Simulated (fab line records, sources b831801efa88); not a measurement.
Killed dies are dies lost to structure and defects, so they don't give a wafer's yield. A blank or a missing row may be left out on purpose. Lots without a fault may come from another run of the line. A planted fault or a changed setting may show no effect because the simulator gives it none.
fab line records | flow sky130 | part 2 of 2: steps 27 to 41 of 41
record lots=5 wafers=15 last_day=49
route steps=708 shown RES_PROTECT@209 POLY_GATE@213 LDD_N@237
lots that met no fault: from a run of the same line without faults
start_h: hours from the record's first day to the start of the lot's first wafer shown | wait_h: hours since the lot's step before | " the same as in the row above | L1.1+2: a row that stands for several wafers | - no value, or no start given | * or withheld: withheld | < > ~ a bound
route shown NAME@n: a module of which the file shows steps, and the number in the route of the first | usual: mean/standard deviation of fault-free wafers | same: alike in all rows | chamber/n: place in a boat | sites: the reading at each site | _std_site: their standard deviation | _edge_site: outer sites' mean less inner sites' | radius_mm: how far each site lies from the wafer's centre | mask NAME#n: copy n | behind: the tool/chamber that last shaped the wafer | hold: why the lot was held/for how many hours/how that ended | device: the transistor (n, p or np) that didn't switch | end of line: the same wafers' tests at the end of the route | a step without rows: its recipe alone | killed: dies lost to structure and defects at the first sort, not the wafer's yield | map: a wafer's dies, x killed, . not, _ none there
set.NAME: the setting as run; set.NAME@STEP: as run at that earlier step | model.NAME: the simulator's own value behind a step, which no gauge read
lots at some steps of the route; a table a step, a row a wafer
services: from which hour (start_h, from the record's first day; less than 0 if before it) a tool's chamber was out of use, for how many hours, and why
## steps
# step SKY_POLY_GATE_THK_MEAS_21
# recipe reads=SiO2_of_POLY_GATE_OXIDATION_20
# usual POLY_GATE_OXIDATION_THK=4.02/0.091
# columns lot.wafer tool chamber start_h wait_h POLY_GATE_OXIDATION_THK[nm]
L079.3 film_metro-02 - 429.72 0.0 4.16
L079.5 " - " " 4.14
L079.6 " - " " 4.17
L081.1 film_metro-01 - 446.88 0.0 4.09
L081.2 " - " " 4.08
L081.3 " - " " 4.07
L083.1 film_metro-03 - 456.10 0.0 3.96
L083.3 " - " " 3.80
L083.6 " - " " 3.84
L091.3 film_metro-02 - 524.88 0.0 4.10
L091.4 " - " " 4.04
L091.5 " - " " 4.02
L094.1 film_metro-01 - 546.81 0.0 4.09
L094.2 " - " " 4.05
L094.6 " - " " 4.09
# step SKY_POLY_GATE_CD_MEAS_22
# usual cd_nm=150.5/2.6
# columns lot.wafer tool chamber start_h wait_h cd_nm
L079.3 cd_sem-01 - 429.82 0.1 154.0
L079.5 " - " " 151.9
L079.6 " - " " 154.4
L081.1 cd_sem-02 - 446.94 0.1 147.1
L081.2 " - " " 150.4
L081.3 " - " " 148.8
L083.1 cd_sem-01 - 456.16 0.1 151.6
L083.3 " - " " 154.2
L083.6 " - " " 153.1
L091.3 cd_sem-02 - 524.97 0.1 152.3
L091.4 " - " " 150.5
L091.5 " - " " 150.7
L094.1 cd_sem-01 - 546.87 0.1 155.4
L094.2 " - " " 150.8
L094.6 " - " " 155.5
# step SKY_LDD_N_DEHYDRATE_00
# recipe temp_c=200 time_s=60
# columns lot.wafer tool chamber start_h wait_h
L079.3+5+6 litho_track-01 0 444.52 14.7
L081.1+2+3 litho_track-02 0 461.57 14.6
L083.1+3+6 litho_track-04 0 471.01 14.8
L091.3+4+5 litho_track-02 0 540.02 15.0
L094.1+2+6 litho_track-01 0 560.76 13.9
# step SKY_LDD_N_HMDS_01
# recipe prime_time_s=60 prime_temp_c=120
# columns lot.wafer tool chamber start_h wait_h
L079.3+5+6 litho_track-01 0 444.67 0.1
L081.1+2+3 litho_track-02 0 461.72 0.1
L083.1+3+6 litho_track-04 0 471.16 0.1
L091.3+4+5 litho_track-02 0 540.17 0.1
L094.1+2+6 litho_track-01 0 560.91 0.1
# step SKY_LDD_N_COAT_02
# recipe resist=NOVOLAK spin_rpm=3000 resist_thk_nm=300
# columns lot.wafer tool chamber start_h wait_h
L079.3+5+6 litho_track-01 0 444.82 0.1
L081.1+2+3 litho_track-02 0 461.87 0.1
L083.1+3+6 litho_track-04 0 471.31 0.1
L091.3+4+5 litho_track-02 0 540.32 0.1
L094.1+2+6 litho_track-01 0 561.06 0.1
# step SKY_LDD_N_SOFTBAKE_03
# recipe temp_c=90 time_s=60 resist=NOVOLAK
# columns lot.wafer tool chamber start_h wait_h
L079.3+5+6 litho_track-01 0 444.97 0.1
L081.1+2+3 litho_track-02 0 462.02 0.1
L083.1+3+6 litho_track-04 0 471.46 0.1
L091.3+4+5 litho_track-02 0 540.47 0.1
L094.1+2+6 litho_track-01 0 561.21 0.1
# step SKY_LDD_N_EXPOSE_04
# recipe mask_id=NTM target_cd_nm=840 na=0.6 source_shape=conventional sigma_outer=0.6 dose_mj=110
# usual focus_offset_nm=0.1/0.48
# columns lot.wafer tool chamber start_h wait_h mask focus_offset_nm
L079.3 iline_stepper-01 0 - - NTM#0 -0.1
L079.5 " 0 " " NTM#0 -0.1
L079.6 " 0 " " NTM#0 0.4
L081.1 iline_stepper-02 0 - - NTM#0 0.6
L081.2 " 0 " " NTM#0 0.6
L081.3 " 0 " " NTM#0 0.1
L083.1 iline_stepper-02 0 - - NTM#0 0.0
L083.3 " 0 " " NTM#0 -0.4
L083.6 " 0 " " NTM#0 -0.6
L091.3 iline_stepper-01 0 - - NTM#0 0.5
L091.4 " 0 " " NTM#0 -0.2
L091.5 " 0 " " NTM#0 0.3
L094.1 iline_stepper-02 0 - - NTM#0 0.3
L094.2 " 0 " " NTM#0 0.8
L094.6 " 0 " " NTM#0 -0.3
# step SKY_LDD_N_PEB_05
# recipe temp_c=withheld time_s=* resist=NOVOLAK
# columns lot.wafer tool chamber start_h wait_h
L079.3+5+6 litho_track-01 0 - -
L081.1+2+3 litho_track-01 0 - -
L083.1+3+6 litho_track-01 0 - -
L091.3+4+5 litho_track-01 0 - -
L094.1+2+6 litho_track-01 0 - -
# step SKY_LDD_N_DEVELOP_06
# recipe develop_time_s=60 dev_temp_c=23
# columns lot.wafer tool chamber start_h wait_h
L079.3+5+6 litho_track-01 0 460.47 0.1
L081.1+2+3 litho_track-01 0 476.92 0.1
L083.1+3+6 litho_track-01 0 486.22 0.1
L091.3+4+5 litho_track-01 0 554.71 0.1
L094.1+2+6 litho_track-01 0 576.61 0.1
# step SKY_LDD_N_OVL_MEAS_07
# usual LDD_N_OVL=-0.3/1.5
# columns lot.wafer tool chamber start_h wait_h LDD_N_OVL[nm]
L079.3 overlay-02 - 460.58 0.1 -2.4
L079.5 " - " " -1.9
L079.6 " - " " 0.2
L081.1 overlay-01 - 477.07 0.1 -3.2
L081.2 " - " " -2.1
L081.3 " - " " -2.4
L083.1 overlay-02 - 486.37 0.1 -0.7
L083.3 " - " " -0.5
L083.6 " - " " -0.7
L091.3 overlay-02 - 554.83 0.1 1.2
L091.4 " - " " -0.2
L091.5 " - " " -0.4
L094.1 overlay-02 - 576.76 0.1 1.2
L094.2 " - " " 1.3
L094.6 " - " " 0.6
# step SKY_LDD_N_IMPLANT_08
# recipe species=As energy_kev=20 dose_cm2=7.5e+13 tilt_deg=withheld rotation_deg=23
# columns lot.wafer tool chamber start_h wait_h
L079.3+5+6 implanter-01 0 460.65 0.1
L081.1+2+3 implanter-01 0 477.10 0.0
L083.1+3+6 implanter-02 0 486.40 0.0
L091.3+4+5 implanter-02 0 554.90 0.1
L094.1+2+6 implanter-02 0 576.80 0.0
# step SKY_LDD_N_IMPLANT_09
# recipe species=As energy_kev=20 dose_cm2=7.5e+13 tilt_deg=withheld rotation_deg=113
# columns lot.wafer tool chamber start_h wait_h
L079.3+5+6 implanter-01 0 460.80 0.1
L081.1+2+3 implanter-01 0 477.25 0.1
L083.1+3+6 implanter-02 0 486.55 0.1
L091.3+4+5 implanter-02 0 555.05 0.1
L094.1+2+6 implanter-02 0 576.95 0.1
# step SKY_LDD_N_IMPLANT_10
# recipe species=As energy_kev=20 dose_cm2=7.5e+13 tilt_deg=withheld rotation_deg=203
# columns lot.wafer tool chamber start_h wait_h
L079.3+5+6 implanter-01 0 460.95 0.1
L081.1+2+3 implanter-01 0 477.40 0.1
L083.1+3+6 implanter-02 0 486.70 0.1
L091.3+4+5 implanter-02 0 555.20 0.1
L094.1+2+6 implanter-02 0 577.10 0.1
# step SKY_LDD_N_IMPLANT_11
# recipe species=As energy_kev=20 dose_cm2=7.5e+13 tilt_deg=withheld rotation_deg=293
# columns lot.wafer tool chamber start_h wait_h
L079.3+5+6 implanter-01 0 461.10 0.1
L081.1+2+3 implanter-01 0 477.55 0.1
L083.1+3+6 implanter-02 0 486.85 0.1
L091.3+4+5 implanter-02 0 555.35 0.1
L094.1+2+6 implanter-02 0 577.25 0.1
# step SKY_LDD_N_IMPLANT_12
# recipe species=BF2 energy_kev=50 dose_cm2=5e+12 tilt_deg=30 rotation_deg=0
# columns lot.wafer tool chamber start_h wait_h
L079.3+5+6 implanter-01 0 461.25 0.1
L081.1+2+3 implanter-01 0 477.70 0.1
L083.1+3+6 implanter-02 0 487.00 0.1
L091.3+4+5 implanter-02 0 555.50 0.1
L094.1+2+6 implanter-02 0 577.40 0.1
## services
# columns tool chamber start_h hours kind
krf_scanner-02 - 349.93 1.0 pm
krf_scanner-02 - 350.93 1.3 pm
rie_si-01 3 352.28 4.5 repair
lpcvd-02 - 355.52 6.1 pm
iline_stepper-02 - 362.96 8.2 repair
rie_si-01 0 374.76 4.3 repair
iline_stepper-02 - 377.30 1.7 pm
furnace-02 - 380.41 2.6 pm
rie_si-01 1 387.54 5.1 repair
krf_scanner-02 - 410.87 0.6 repair
krf_scanner-02 - 415.73 0.2 repair
rie_diel-02 0 417.35 4.5 repair
plasma_asher-02 - 421.25 9.0 pm
krf_scanner-02 - 425.23 0.3 repair
iline_stepper-01 - 438.37 1.7 pm
furnace-02 - 439.57 4.6 pm
implanter-02 - 464.44 8.0 repair
krf_scanner-02 - 473.93 0.8 pm
rie_si-01 3 511.15 13.3 repair
krf_scanner-02 - 518.93 1.0 pm
rie_si-01 - 522.80 0.1 repair
krf_scanner-02 - 526.14 1.3 pm
lpcvd-02 - 532.48 7.6 repair
rie_diel-02 0 572.23 5.4 repair
